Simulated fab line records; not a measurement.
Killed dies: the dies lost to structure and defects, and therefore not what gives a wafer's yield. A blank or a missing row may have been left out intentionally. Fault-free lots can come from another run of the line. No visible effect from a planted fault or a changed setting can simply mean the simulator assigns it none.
The tool behind it: which one? + flow gf180mcu + Sampling: 13 lots, 39 wafers, 5 of 602 route steps

WHAT THE GAUGES READ, wafer by wafer
GF_M2_THK_MEAS_06: measures by xrf. Usual: M2_ALCU_THK typically reads 441 nm, with standard deviation 4.8.
| lot  | measured     | on            | M2_ALCU_THK (nm) | flag |
|------|--------------|---------------|------------------|------|
| L104 | day 18 01:53 | film metro-04 | 443 441 444      |      |
| L106 | day 19 00:22 | film metro-01 | 430 434 437      |      |
| L108 | day 19 17:22 | film metro-04 | 446 443 444      |      |
| L109 | day 20 07:25 | film metro-01 | 440 437 442      |      |
| L110 | day 20 10:37 | film metro-01 | 436 441 437      |      |
| L113 | day 21 21:01 | film metro-01 | 450 445 449      |      |
| L114 | day 22 02:48 | film metro-04 | 433 433 431      |      |
| L115 | day 22 10:37 | film metro-04 | 440 435 433      |      |
| L117 | day 23 03:59 | film metro-02 | 445 439 441      |      |
| L118 | day 23 07:57 | film metro-04 | 440 440 436      |      |
| L125 | day 25 18:15 | film metro-02 | 454 454 454      |      |
| L126 | day 26 00:34 | film metro-02 | 436 444 437      |      |
| L127 | day 26 08:47 | film metro-01 | 448 446 449      |      |

GF_V2_THK_MEAS_01. Usual: V2_CVD_00_THK typically reads 598 nm, with standard deviation 6.
| lot  | measured     | on            | V2_CVD_00_THK (nm) | flag |
|------|--------------|---------------|--------------------|------|
| L104 | day 19 02:24 | film metro-03 | 593 597 591        |      |
| L106 | day 20 00:55 | film metro-01 | 602 606 595        |      |
| L108 | day 20 17:50 | film metro-03 | 596 596 590        |      |
| L109 | day 21 07:44 | film metro-03 | 599 614 604        |      |
| L110 | day 21 11:34 | film metro-03 | 595 595 597        |      |
| L113 | day 22 20:27 | film metro-02 | 602 610 610        |      |
| L114 | day 23 02:21 | film metro-01 | 593 603 597        |      |
| L115 | day 23 10:35 | film metro-03 | 599 594 599        |      |
| L117 | day 24 03:15 | film metro-03 | 598 596 597        |      |
| L118 | day 24 06:53 | film metro-02 | 593 589 587        |      |
| L125 | day 26 15:55 | film metro-01 | 594 594 592        |      |
| L126 | day 26 21:30 | film metro-03 | 598 595 593        |      |
| L127 | day 27 05:35 | film metro-01 | 598 609 603        |      |

GF_V2_THK_MEAS_03. Usual: V2_CVD_02_THK typically reads 855 nm, with standard deviation 11.
| lot  | measured     | on            | V2_CVD_02_THK (nm) | flag |
|------|--------------|---------------|--------------------|------|
| L104 | day 19 02:31 | film metro-02 | 867 845 857        |      |
| L106 | day 20 01:02 | film metro-02 | 844 851 865        |      |
| L108 | day 20 17:58 | film metro-02 | 844 860 856        |      |
| L109 | day 21 07:52 | film metro-02 | 876 870 866        |      |
| L110 | day 21 11:42 | film metro-02 | 836 848 852        |      |
| L113 | day 22 20:35 | film metro-01 | 867 859 868        |      |
| L114 | day 23 02:29 | film metro-02 | 845 850 860        |      |
| L115 | day 23 10:43 | film metro-02 | 859 865 862        |      |
| L117 | day 24 03:23 | film metro-03 | 849 859 861        |      |
| L118 | day 24 07:01 | film metro-03 | 845 841 861        |      |
| L125 | day 26 16:03 | film metro-02 | 860 855 880        |      |
| L126 | day 26 21:38 | film metro-01 | 850 838 853        |      |
| L127 | day 27 05:43 | film metro-02 | 823 838 841        |      |

WHAT TOOL EACH LOT RAN ON (gives the tool, then ch and the chambers of the sampled wafers, and finally the start)
| lot  | GF_V1_CVD_02                    | GF_M2_SPUTTER_04             |
|------|---------------------------------|------------------------------|
| L104 | pecvd-02 ch 0,1,2, day 17 00:07 | pvd sputter-03, day 18 01:43 |
| L106 | pecvd-03 ch 0,1, day 17 21:30   | pvd sputter-03, day 19 00:12 |
| L108 | pecvd-03 ch 0,2, day 18 14:45   | pvd sputter-01, day 19 17:13 |
| L109 | pecvd-02 ch 0,2, day 19 05:31   | pvd sputter-03, day 20 07:14 |
| L110 | pecvd-02 ch 0,1,2, day 19 08:22 | pvd sputter-02, day 20 10:27 |
| L113 | pecvd-03 ch 0,1, day 20 18:53   | pvd sputter-01, day 21 20:51 |
| L114 | pecvd-03 ch 0,1,2, day 21 00:36 | pvd sputter-02, day 22 02:38 |
| L115 | pecvd-02 ch 0,1,2, day 21 09:01 | pvd sputter-02, day 22 10:26 |
| L117 | pecvd-02 ch 0,1,2, day 22 03:04 | pvd sputter-03, day 23 03:49 |
| L118 | pecvd-01 ch 1,2, day 22 06:43   | pvd sputter-02, day 23 07:47 |
| L125 | pecvd-03 ch 0,2, day 24 18:59   | pvd sputter-02, day 25 18:05 |
| L126 | pecvd-03 ch 0,2, day 25 01:11   | pvd sputter-01, day 26 00:24 |
| L127 | pecvd-01 ch 0,1,2, day 25 09:40 | pvd sputter-01, day 26 08:38 |
- GF_V1_CVD_02: deposits SiO2 from TEOS, target thk 850 nm, time 94.851 s.
- GF_M2_SPUTTER_04: material TiN, target thk 50 nm, time 41.7 s.

AS READ BY THE TOOLS THEMSELVES (means over the sampled wafers that have a number; for cases with no such wafer, the mark the record gives instead)
GF_V1_CVD_02. Usual: heater power w 625 W, standard deviation 88; rf fwd power W 596.4 W, standard deviation 2.
| lot  | tool     | heater power w (W) | rf fwd power W (W) | flag |
|------|----------|--------------------|--------------------|------|
| L104 | pecvd-02 | 587                | 593.8              |      |
| L106 | pecvd-03 | 578                | 597.2              |      |
| L108 | pecvd-03 | 558                | 598.3              |      |
| L109 | pecvd-02 | 616                | 596.1              |      |
| L110 | pecvd-02 | 650                | 596.3              |      |
| L113 | pecvd-03 | 578                | 598.6              |      |
| L114 | pecvd-03 | 579                | 597.8              |      |
| L115 | pecvd-02 | 647                | 596.4              |      |
| L117 | pecvd-02 | 614                | 594.7              |      |
| L118 | pecvd-01 | 666                | 597.3              |      |
| L125 | pecvd-03 | 568                | 595.7              |      |
| L126 | pecvd-03 | 577                | 596.0              |      |
| L127 | pecvd-01 | 602                | 595.7              |      |

GF_M2_SPUTTER_04. Usual: throttle valve pct at 30.3 %, with a standard deviation of 0.68.
| lot  | tool           | throttle valve pct (%) | flag |
|------|----------------|------------------------|------|
| L104 | pvd sputter-03 | 30.2                   |      |
| L106 | pvd sputter-03 | 30.4                   |      |
| L108 | pvd sputter-01 | 29.9                   |      |
| L109 | pvd sputter-03 | 30.2                   |      |
| L110 | pvd sputter-02 | 30.3                   |      |
| L113 | pvd sputter-01 | 30.1                   |      |
| L114 | pvd sputter-02 | 30.6                   |      |
| L115 | pvd sputter-02 | 30.4                   |      |
| L117 | pvd sputter-03 | 30.4                   |      |
| L118 | pvd sputter-02 | 30.2                   |      |
| L125 | pvd sputter-02 | 30.6                   |      |
| L126 | pvd sputter-01 | 29.8                   |      |
| L127 | pvd sputter-01 | 29.5                   |      |

THE ANSWER, worked out from the rows above alone
Rule: a lot counts as off when the mean over its wafers that have a number is more than 3 standard deviations away from the usual mean. A lot without any number at a reading at which 4 lots or more have one is off too. The other lots that the step has rows for count as sound. After the gauges, taken in route order, come the tools' own readings; for these a lot's mean is taken, as printed above. At the first step where some lot is off, the reading lying furthest off is the one used; lots without a number count as furthest.
None of the lots is off at any reading shown; this tells nothing.

WHAT THE SIMULATOR PUT IN
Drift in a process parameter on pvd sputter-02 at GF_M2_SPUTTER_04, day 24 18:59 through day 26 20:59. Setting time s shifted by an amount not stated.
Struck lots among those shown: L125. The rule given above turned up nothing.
